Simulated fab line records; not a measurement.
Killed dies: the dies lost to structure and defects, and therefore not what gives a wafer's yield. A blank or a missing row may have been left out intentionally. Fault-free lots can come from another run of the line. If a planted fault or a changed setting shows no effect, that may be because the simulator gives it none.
The tool behind it: which one? -- flow gf180mcu -- 13 lots, 39 wafers sampled, at 3 steps of a route of 602

== WHAT THE GAUGES SHOWED, per wafer ==
GF_TOP_METAL_CD_MEAS_14: the cd target is 440 nm. Usual: cd-nm at 440.7 nm, with a standard deviation of 2.4.
lot,measured,on,cd-nm (nm),flag
L287,day 27 18:20,cd-sem-01,437.7 435.9 437.2,
L288,day 27 22:34,cd-sem-02,440.8 439.6 438.5,
L289,day 28 17:18,cd-sem-01,444.0 443.2 443.9,
L290,day 28 20:23,cd-sem-01,438.6 438.3 439.0,
L291,day 29 05:29,cd-sem-02,441.0 438.9 439.9,
L293,day 29 20:07,cd-sem-02,436.3 438.4 439.2,
L292,day 29 21:12,cd-sem-01,441.4 441.7 443.8,
L294,day 30 11:18,cd-sem-02,445.1 445.0 443.1,
L295,day 30 15:08,cd-sem-02,440.0 442.0 441.0,
L297,day 31 15:32,cd-sem-02,439.0 443.0 439.1,
L300,day 32 03:29,cd-sem-02,442.1 440.3 442.6,
L303,day 33 00:17,cd-sem-01,439.4 439.0 440.0,
L308,day 33 14:56,cd-sem-01,437.5 438.6 441.6,

== WHAT TOOL EACH LOT RAN ON (gives the tool, then ch and the chambers of the sampled wafers, and finally the start) ==
lot,GF_V5_CMP_26,GF_TOP_METAL_SPUTTER_00
L287,"cmp-01 ch 0,2,3, day 26 21:44","pvd-sputter-04, day 26 22:02"
L288,"cmp-01 ch 0,3, day 27 02:28","pvd-sputter-04, day 27 02:43"
L289,"cmp-01 ch 1,2,3, day 27 21:38","pvd-sputter-04, day 27 21:53"
L290,"cmp-01 ch 1,2,3, day 28 00:49","pvd-sputter-01, day 28 01:01"
L291,"cmp-01 ch 1,2,3, day 28 10:24","pvd-sputter-03, day 28 10:42"
L293,"cmp-01 ch 0,1, day 29 00:52","pvd-sputter-04, day 29 01:10"
L292,"cmp-01 ch 1,2, day 29 01:35","pvd-sputter-03, day 29 01:53"
L294,"cmp-01 ch 0,2,3, day 29 16:13","pvd-sputter-04, day 29 16:25"
L295,"cmp-01 ch 0,1,2, day 29 21:08","pvd-sputter-03, day 29 21:26"
L297,"cmp-01 ch 2,3, day 30 21:41","pvd-sputter-01, day 30 21:59"
L300,"cmp-02 ch 1,2,3, day 31 20:19","pvd-sputter-04, day 31 20:31"
L303,"cmp-02 ch 2,3, day 32 07:32","pvd-sputter-03, day 32 07:47"
L308,"cmp-02 ch 0,1,3, day 32 22:21","pvd-sputter-03, day 32 22:33"
- GF_V5_CMP_26: polishes, stops on SiO2, t overpolish 15 s, target thk 0 nm.
- GF_TOP_METAL_SPUTTER_00: material Ti, target thk 37.5 nm, time 150 s.

== AS READ BY THE TOOLS THEMSELVES (means over the sampled wafers that have a number; for cases with no such wafer, the mark the record gives instead) ==
GF_V5_CMP_26. Usual: edge-zone-pressure-frac 0.999, standard deviation 0.0047; motor-current-A 11.1 A, standard deviation 0.89; overpolish-run-s 15.000 s, standard deviation 0.0094; time-to-endpoint-s 84 s, standard deviation 3.
lot,tool,edge-zone-pressure-frac,motor-current-A (A),overpolish-run-s (s),time-to-endpoint-s (s),flag
L287,cmp-01,1.003,11.4,15.008,86,
L288,cmp-01,1.001,10.5,14.996,86,
L289,cmp-01,0.999,10.9,14.999,88,
L290,cmp-01,1.005,10.9,14.995,88,
L291,cmp-01,1.005,10.7,15.013,84,
L293,cmp-01,0.995,11.4,15.000,84,
L292,cmp-01,0.998,11.1,14.997,86,
L294,cmp-01,0.993,11.1,15.007,80,
L295,cmp-01,1.001,11.5,14.999,81,
L297,cmp-01,1.001,10.9,14.993,86,
L300,cmp-02,1.002,11.5,15.002,85,
L303,cmp-02,0.994,11.6,15.004,82,
L308,cmp-02,1.004,11.9,14.998,81,

GF_TOP_METAL_SPUTTER_00. Usual: substrate-temp-c 200.01 C, standard deviation 0.15; throttle-valve-pct 30.6 %, standard deviation 0.8.
lot,tool,substrate-temp-c (C),throttle-valve-pct (%),flag
L287,pvd-sputter-04,199.96,31.1,
L288,pvd-sputter-04,199.90,30.6,
L289,pvd-sputter-04,200.03,30.6,
L290,pvd-sputter-01,200.00,31.1,
L291,pvd-sputter-03,199.95,30.2,
L293,pvd-sputter-04,199.85,30.8,
L292,pvd-sputter-03,199.94,29.7,
L294,pvd-sputter-04,200.02,30.5,
L295,pvd-sputter-03,200.11,30.6,
L297,pvd-sputter-01,199.97,30.8,
L300,pvd-sputter-04,200.15,30.8,
L303,pvd-sputter-03,200.12,30.2,
L308,pvd-sputter-03,200.05,30.9,

== THE ANSWER, worked out from the rows above alone ==
Rule: a lot counts as off when the mean over its wafers that have a number is more than 3 standard deviations away from the usual mean. A lot without any number at a reading at which 4 lots or more have one is off too. Any other lot the step has rows for is counted as sound. The gauges are gone through in route order, then the tools' own readings, and for those a lot's mean is taken as printed above. At the first step where some lot is off, the reading lying furthest off is the one used; lots without a number count as furthest.
Nothing can be told from this: no lot is off at any reading shown.

== WHAT THE SIMULATOR HAD INSERTED ==
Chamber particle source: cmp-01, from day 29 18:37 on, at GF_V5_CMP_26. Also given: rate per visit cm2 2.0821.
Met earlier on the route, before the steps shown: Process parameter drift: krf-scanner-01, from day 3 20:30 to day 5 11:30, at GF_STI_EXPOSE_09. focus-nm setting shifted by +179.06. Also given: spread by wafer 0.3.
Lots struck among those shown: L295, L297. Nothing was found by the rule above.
